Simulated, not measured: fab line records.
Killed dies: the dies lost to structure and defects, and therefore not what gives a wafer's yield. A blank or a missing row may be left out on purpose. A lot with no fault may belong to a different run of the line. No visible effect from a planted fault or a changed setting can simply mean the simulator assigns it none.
fab line records | flow gf180mcu | part 2 of 2: steps 28 to 40 of 40
record: lots: 5 wafers: 15 last-day: 33
route steps=602 shown HV_LDD@207 NSD@235
lots that met no fault: from a run of the same line without faults
start-h: hours from the record's first day to the start of the lot's first wafer shown | wait-h: hours elapsed since this lot's preceding step | " repeats the value in the row above | L1.1+2: a single row standing in for several wafers | - value missing, or start not given | * or withheld: withheld | < > ~ a bound
route shown NAME@n: names a module that has steps shown in the file, with the first one's number in the route | usual: the fault-free wafers' mean and standard deviation | same: alike in all rows | chamber/n: place in a boat | sites: each site's reading | _std_site: the standard deviation of these | _edge_site: inner sites' mean taken away from outer sites' mean | radius-mm: for every site, how far away it sits from the centre of the wafer | mask NAME#n: copy n | behind: tool/chamber where the wafer was last shaped | hold: cause of the lot's hold/its duration in hours/its outcome | device: whichever transistor did not switch (one of n, p or np) | end of line: the same wafers' tests at the end of the route | for a step that has no rows: nothing shown but its recipe | killed: dies that structure and defects cost at the first sort, which is not the same as the wafer's yield | map: per-die view of a wafer (x killed, . not killed, _ where there is no die)
set.NAME: the run value of the setting; set.NAME@STEP: its run value at that earlier step | model.NAME: the simulator's own value behind a step, which no gauge read
a table for each step, a row for each wafer; lots at some steps of the route
services: the hour from which a tool's chamber was out of use, counted from the record's first day as start-h (under 0 if before that day), plus the number of hours and why
== steps ==
step: GF_HV_LDD_ETCHBACK_58
recipe: chemistry: CH3F/O2 target: Si3N4 stop-on: SiO2 source-w: 400 bias-w: 80 pressure-mtorr: 25 ch3f-flow-sccm: 40 O2_flow_sccm: 30 time-s: 100 target-depth-a: 900
usual: O2_flow_sccm: 30.00/0.1 drypump-motor-current-A: 5.5/0.48 oes-product-au: 0.833/0.0064 rf-fwd-power-W: 397.8/1.5 throttle-valve-pct: 10.562/0.0086
columns lot.wafer tool chamber start-h wait-h O2_flow_sccm drypump-motor-current-A oes-product-au rf-fwd-power-W rf-hours-counter-h throttle-valve-pct
L074.2 rie-diel-03 3 277.75 0.0 30.10 5.5 0.840 397.2 69 10.567
L074.3 " 1 " " 30.05 5.7 0.835 399.6 14 10.559
L074.5 " 3 " " 30.03 5.5 0.839 398.7 - 10.550
L077.2 rie-diel-03 3 296.55 0.0 29.87 5.5 0.821 399.6 70 10.564
L077.5 " 3 " " 29.97 5.5 0.826 398.2 - 10.572
L077.6 " 1 " " 30.03 5.7 0.834 399.8 - 10.555
L079.1 rie-diel-03 2 315.71 0.1 29.88 5.3 0.829 399.6 18 10.579
L079.2 " 3 " " 29.93 5.5 0.838 398.8 71 10.570
L079.4 " 1 " " 29.95 5.8 0.839 400.4 16 10.567
L091.1 rie-diel-01 3 413.83 0.1 29.81 5.7 0.827 396.4 96 10.560
L091.3 " 0 " " 29.87 6.4 0.840 396.0 67 10.561
L091.6 " 3 " " 29.91 5.7 0.832 396.4 - 10.572
L092.4 rie-diel-03 1 431.26 0.0 29.99 5.7 0.835 399.7 18 10.552
L092.5 " 3 " " 30.09 5.5 0.830 396.4 - 10.546
L092.6 " 0 " " 30.03 4.8 0.822 396.3 - 10.569
step: GF_NSD_DEHYDRATE_00
recipe: temp-c: 200 time-s: 60
columns lot.wafer tool chamber start-h wait-h
L074.2+3+5 litho-track-01 0 285.60 7.8
L077.2+5+6 litho-track-02 0 307.30 10.7
L079.1+2+4 litho-track-02 0 326.17 10.4
L091.1+3+6 litho-track-04 0 425.87 12.0
L092.4+5+6 litho-track-02 0 442.55 11.3
step: GF_NSD_HMDS_01
recipe: prime-time-s: 60 prime-temp-c: 120
columns lot.wafer tool chamber start-h wait-h
L074.2+3+5 litho-track-01 0 285.75 0.1
L077.2+5+6 litho-track-02 0 307.45 0.1
L079.1+2+4 litho-track-02 0 326.32 0.1
L091.1+3+6 litho-track-04 0 426.02 0.1
L092.4+5+6 litho-track-02 0 442.70 0.1
step: GF_NSD_COAT_02
recipe: resist: NOVOLAK spin-rpm: 3000 resist-thk-nm: 1000
columns lot.wafer tool chamber start-h wait-h
L074.2+3+5 litho-track-01 0 285.90 0.1
L077.2+5+6 litho-track-02 0 307.60 0.1
L079.1+2+4 litho-track-02 0 326.47 0.1
L091.1+3+6 litho-track-04 0 426.17 0.1
L092.4+5+6 litho-track-02 0 442.85 0.1
step: GF_NSD_SOFTBAKE_03
recipe: temp-c: 90 time-s: 60 resist: NOVOLAK
columns lot.wafer tool chamber start-h wait-h
L074.2+3+5 litho-track-01 0 286.05 0.1
L077.2+5+6 litho-track-02 0 307.75 0.1
L079.1+2+4 litho-track-02 0 326.62 0.1
L091.1+3+6 litho-track-04 0 426.32 0.1
L092.4+5+6 litho-track-02 0 443.00 0.1
step: GF_NSD_EXPOSE_04
recipe: mask-id: Nplus target-cd-nm: 400 na: 0.6 source-shape: conventional sigma-outer: 0.6 dose-mj: 140
columns lot.wafer tool chamber start-h wait-h mask
L074.2+3+5 iline-stepper-01 0 - - Nplus#0
L077.2+5+6 iline-stepper-02 0 - - Nplus#0
L079.1+2+4 iline-stepper-02 0 - - Nplus#0
L091.1+3+6 iline-stepper-01 0 - - Nplus#0
L092.4+5+6 iline-stepper-02 0 - - Nplus#0
step: GF_NSD_PEB_05
recipe: temp-c: withheld time-s: * resist: NOVOLAK
columns lot.wafer tool chamber start-h wait-h
L074.2+3+5 litho-track-02 0 - -
L077.2+5+6 litho-track-01 0 - -
L079.1+2+4 litho-track-01 0 - -
L091.1+3+6 litho-track-01 0 - -
L092.4+5+6 litho-track-04 0 - -
step: GF_NSD_DEVELOP_06
recipe: develop-time-s: 60 dev-temp-c: 23
columns lot.wafer tool chamber start-h wait-h
L074.2+3+5 litho-track-02 0 294.30 0.1
L077.2+5+6 litho-track-01 0 317.05 0.1
L079.1+2+4 litho-track-01 0 336.57 0.1
L091.1+3+6 litho-track-01 0 437.42 0.1
L092.4+5+6 litho-track-04 0 455.50 0.1
step: GF_NSD_CD_MEAS_07
recipe: target-cd-nm: 400
usual: cd-nm: 400.1/2.3
columns lot.wafer tool chamber start-h wait-h cd-nm
L074.2 cd-sem-02 - 294.44 0.1 398.9
L074.3 " - " " 402.6
L074.5 " - " " 402.0
L077.2 cd-sem-01 - 317.19 0.1 402.0
L077.5 " - " " 401.5
L077.6 " - " " 401.3
L079.1 cd-sem-02 - 336.72 0.1 401.4
L079.2 " - " " 401.6
L079.4 " - " " 400.3
L091.1 cd-sem-01 - 437.64 0.2 399.5
L091.3 " - " " 400.2
L091.6 " - " " 398.2
L092.4 cd-sem-02 - 455.70 0.2 402.1
L092.5 " - " " 399.4
L092.6 " - " " 398.9
step: GF_NSD_OVL_MEAS_08
usual: NSD_OVL: 0.2/1.1
columns lot.wafer tool chamber start-h wait-h NSD_OVL[nm]
L074.2 overlay-01 - 294.55 0.1 0.6
L074.3 " - " " -0.2
L074.5 " - " " 0.0
L077.2 overlay-02 - 317.30 0.1 -0.2
L077.5 " - " " 1.1
L077.6 " - " " -0.1
L079.1 overlay-02 - 336.84 0.1 -0.8
L079.2 " - " " 0.7
L079.4 " - " " 0.2
L091.1 overlay-02 - 437.76 0.1 1.2
L091.3 " - " " 0.4
L091.6 " - " " 0.1
L092.4 overlay-02 - 455.78 0.1 0.8
L092.5 " - " " -0.7
L092.6 " - " " -1.0
step: GF_NSD_IMPLANT_09
recipe: species: As energy-kev: 60 dose-cm2: 4e+15 tilt-deg: 7
usual: dose-ions-cm2: 4.001e+15/4.4e+12
same: implant-ion-amu: 75
columns lot.wafer tool chamber start-h wait-h dose-ions-cm2
L074.2 implanter-03 0 294.60 0.0 4.002e+15
L074.3 " 0 " " 3.996e+15
L074.5 " 0 " " 3.995e+15
L077.2 implanter-02 0 317.36 0.0 4.005e+15
L077.5 " 0 " " 3.996e+15
L077.6 " 0 " " 4.005e+15
L079.1 implanter-03 0 336.88 0.0 4.009e+15
L079.2 " 0 " " 4.005e+15
L079.4 " 0 " " 3.999e+15
L091.1 implanter-03 0 437.80 0.0 4.003e+15
L091.3 " 0 " " 4.002e+15
L091.6 " 0 " " 4.01e+15
L092.4 implanter-02 0 455.87 0.1 4.007e+15
L092.5 " 0 " " 4.002e+15
L092.6 " 0 " " 4.002e+15
step: GF_NSD_IMPLANT_10
recipe: species: P energy-kev: 40 dose-cm2: 5e+14 tilt-deg: 7
usual: dose-ions-cm2: 4.999e+14/6e+11
same: implant-ion-amu: 31
columns lot.wafer tool chamber start-h wait-h dose-ions-cm2
L074.2 implanter-03 0 294.75 0.1 5.004e+14
L074.3 " 0 " " 5.006e+14
L074.5 " 0 " " 4.997e+14
L077.2 implanter-02 0 317.51 0.1 5.005e+14
L077.5 " 0 " " 4.996e+14
L077.6 " 0 " " 4.992e+14
L079.1 implanter-03 0 337.03 0.1 4.998e+14
L079.2 " 0 " " 5.003e+14
L079.4 " 0 " " 4.999e+14
L091.1 implanter-03 0 437.95 0.1 5.004e+14
L091.3 " 0 " " 4.992e+14
L091.6 " 0 " " 4.996e+14
L092.4 implanter-02 0 456.02 0.1 4.997e+14
L092.5 " 0 " " 4.997e+14
L092.6 " 0 " " 5.017e+14
step: GF_NSD_STRIP_11
recipe: chemistry: O2/N2 power-w: 1400 pressure-mtorr: 1500 platen-temp-c: 250 o2-flow-sccm: 3000 n2-flow-sccm: 300 overash-fraction: 0.5
usual: drypump-motor-current-A: 6.1/0.46 heater-power-w: 333/15 oes-product-au: 0.487/0.0049 strip-time-to-endpoint-s: 22.948/0.028
columns lot.wafer tool chamber start-h wait-h drypump-motor-current-A heater-power-w oes-product-au rf-hours-counter-h strip-time-to-endpoint-s
L074.2 plasma-asher-04 0 294.88 0.1 6.3 345 0.489 59 23.027
L074.3 " 0 " " 6.3 345 0.490 - 22.984
L074.5 " 0 " " 6.3 345 0.484 - 23.015
L077.2 plasma-asher-01 1 317.63 0.1 6.2 333 0.489 23 22.973
L077.5 " 0 " " 6.6 340 0.498 - 22.947
L077.6 " 1 " " 6.2 345 0.494 - 22.953
L079.1 plasma-asher-01 1 337.18 0.1 6.2 344 0.490 24 22.995
L079.2 " 0 " " 6.6 340 0.483 24 22.996
L079.4 " 1 " " 6.2 343 0.489 - 22.990
L091.1 plasma-asher-01 1 438.10 0.1 6.2 353 0.488 35 22.960
L091.3 " 0 " " 6.6 336 0.495 - 23.008
L091.6 " 0 " " 6.6 333 0.487 - 22.966
L092.4 plasma-asher-01 1 456.13 0.1 6.2 345 0.486 - 22.996
L092.5 " 0 " " 6.6 332 0.485 - 22.933
L092.6 " 1 " " 6.2 343 0.486 - 22.943
== services ==
columns tool chamber start-h hours kind
implanter-02 - 246.04 3.7 pm
rie-diel-03 3 247.67 16.7 repair
plasma-asher-03 - 257.08 0.8 repair
rie-diel-03 2 264.40 16.2 repair
implanter-02 - 265.67 2.0 repair
iline-stepper-02 - 268.72 9.1 repair
rie-diel-03 0 281.19 5.9 repair
implanter-02 - 282.11 26.1 repair
iline-stepper-02 - 284.93 4.4 pm
rie-diel-03 - 291.18 0.9 repair
implanter-01 - 314.71 4.8 pm
rie-diel-03 - 317.37 2.8 pm
implanter-01 - 321.92 1.0 repair
plasma-asher-01 - 326.38 4.5 repair
implanter-03 - 347.98 2.8 pm
implanter-01 - 355.24 1.8 repair
rie-diel-03 - 355.62 0.2 repair
rie-diel-03 - 355.66 0.8 repair
implanter-01 - 370.01 1.4 repair
lpcvd-01 - 386.50 14.6 pm
implanter-03 - 410.49 2.0 repair
rie-diel-03 2 434.39 5.9 repair
rie-diel-03 0 439.44 18.1 repair
implanter-01 - 446.92 1.1 repair
